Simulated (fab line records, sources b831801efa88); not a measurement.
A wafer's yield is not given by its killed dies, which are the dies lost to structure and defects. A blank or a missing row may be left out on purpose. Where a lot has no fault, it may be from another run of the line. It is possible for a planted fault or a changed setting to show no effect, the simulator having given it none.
A lot that was struck, set against a sound lot || flow gf180mcu || 15 steps out of a route of 602
Sound: these wafers, L786.2, L786.3, L786.5. Struck: wafer L791.3. (L791.2, L791.4 of the same lot were not struck and are left out.) The cause comes at the end.
At each step with rows: each side's tool, then ch and its chambers, then its first start. Under that, the readings that differ: sound wafers || struck wafers || difference of the means || sigmas: that difference in standard deviations of wafers without a fault.
alike: a reading whose means differ by less than 2 such deviations, as well as words and numbers matching on both sides. not compared: withheld readings; readings where some wafer has no value; bounds like >300 that might hide an equal value; numbers whose values overlap and for which the record gives no deviation.
The two part at a step that has a row with sigmas, a row that says differs or no value, or rows on one side only. Numbers that have no deviation but don't overlap get no sigmas and don't part them. A reading that every wafer of one side lacks parts them only if that side has two wafers or more.

GF_CONTACT_OVL_MEAS_15:
  sound on overlay-01, day 16 08:34; struck on overlay-02, day 18 08:04
  alike: CONTACT_OVL
GF_CONTACT_ETCH_16: etches BARC in N2/H2.
  sound on rie_diel-04 ch 1,3, day 16 08:35; struck on rie_diel-03 ch 2, day 18 08:06
  alike: drypump_motor_current_A, oes_product_au, throttle_valve_pct
then, 1 step without rows for these wafers: GF_CONTACT_ETCH_17 (etches SiO2 in C4F8/O2/Ar, stops on CoSi2, target depth 860 nm).
GF_CONTACT_STRIP_18: strips in O2/N2.
  sound on plasma_asher-03 ch 0,1, day 16 08:45; struck on plasma_asher-01 ch 1, day 18 08:16
  alike: drypump_motor_current_A, heater_power_w, oes_product_au
  not compared: rf_hours_counter_h
then, 3 steps without rows for these wafers: GF_CONTACT_CLEAN_19 (cleans in SPM); GF_CONTACT_CLEAN_20 (cleans in DIW); GF_CONTACT_CLEAN_21 (cleans in dHF, time 20 s).
GF_CONTACT_SPUTTER_22: material Ti, target thk 15 nm, time 80.02 s.
  sound on pvd_sputter-01, day 16 09:04; struck on pvd_sputter-02, day 18 08:34
  alike: cathode_dc_power_W, throttle_valve_pct
then, 1 step without rows for these wafers: GF_CONTACT_SPUTTER_23 (material TiN, target thk 10 nm, time 40 s).
GF_CONTACT_CVD_24: deposits W, target thk 300 nm, time 90.339 s.
  sound on cvd_w-01 ch 0,1, day 16 09:10; struck on cvd_w-02 ch 1, day 18 08:40
  alike: heater_power_w, susceptor_temp_C
GF_CONTACT_RS_MEAS_25: measures by four-point-probe.
  sound on film_metro-03, day 16 09:17; struck on film_metro-01, day 18 08:47
{"reading": "CONTACT_W_RS (ohm/sq)", "sound": "0.366 0.364 0.378", "struck": 0.387, "difference": "+0.018", "sigmas": "+2"}
GF_CONTACT_THK_MEAS_26: measures by xrf.
  sound on film_metro-03, day 16 09:23; struck on film_metro-01, day 18 08:53
{"reading": "CONTACT_W_THK (nm)", "sound": "323 327 314", "struck": 306, "difference": -15, "sigmas": -2}
GF_CONTACT_CMP_27: polishes, stops on SiO2, t overpolish 15 s, target thk 0 nm.
  sound on cmp-02 ch 0,3, day 16 09:29; struck on cmp-01 ch 2, day 18 08:56
{"reading": "overpolish_run_s (s)", "sound": "15.000 15.001 15.014", "struck": 8.460, "difference": -6.545, "sigmas": "-99 or more"}
{"reading": "t_overpolish_s (s)", "sound": "15 15 15", "struck": 8.4648, "difference": -6.5352, "sigmas": ""}
{"reading": "time_to_endpoint_s (s)", "sound": "73 75 70", "struck": 65, "difference": -8, "sigmas": -2}
  alike: motor_current_A
GF_M1_SPUTTER_00: material Ti, target thk 37.5 nm, time 150 s.
  sound on pvd_sputter-02, day 16 09:44; struck on pvd_sputter-04, day 18 09:14
  alike: cathode_dc_power_W, throttle_valve_pct
-- the record jumps here: 12 days lie between the struck wafers' starts before and after (it left off in module M1 and takes up again in module PASSIVATION, whose first step shown is number 602 of the route) --
GF_PASSIVATION_PROBE_99:
  record: rows for the struck wafers here (prober-02, day 30 20:45), none for the sound ones

== WHERE THEY PART ==
First at GF_CONTACT_RS_MEAS_25; last, within this record, at GF_PASSIVATION_PROBE_99.

WHY: what had been put in by the simulator
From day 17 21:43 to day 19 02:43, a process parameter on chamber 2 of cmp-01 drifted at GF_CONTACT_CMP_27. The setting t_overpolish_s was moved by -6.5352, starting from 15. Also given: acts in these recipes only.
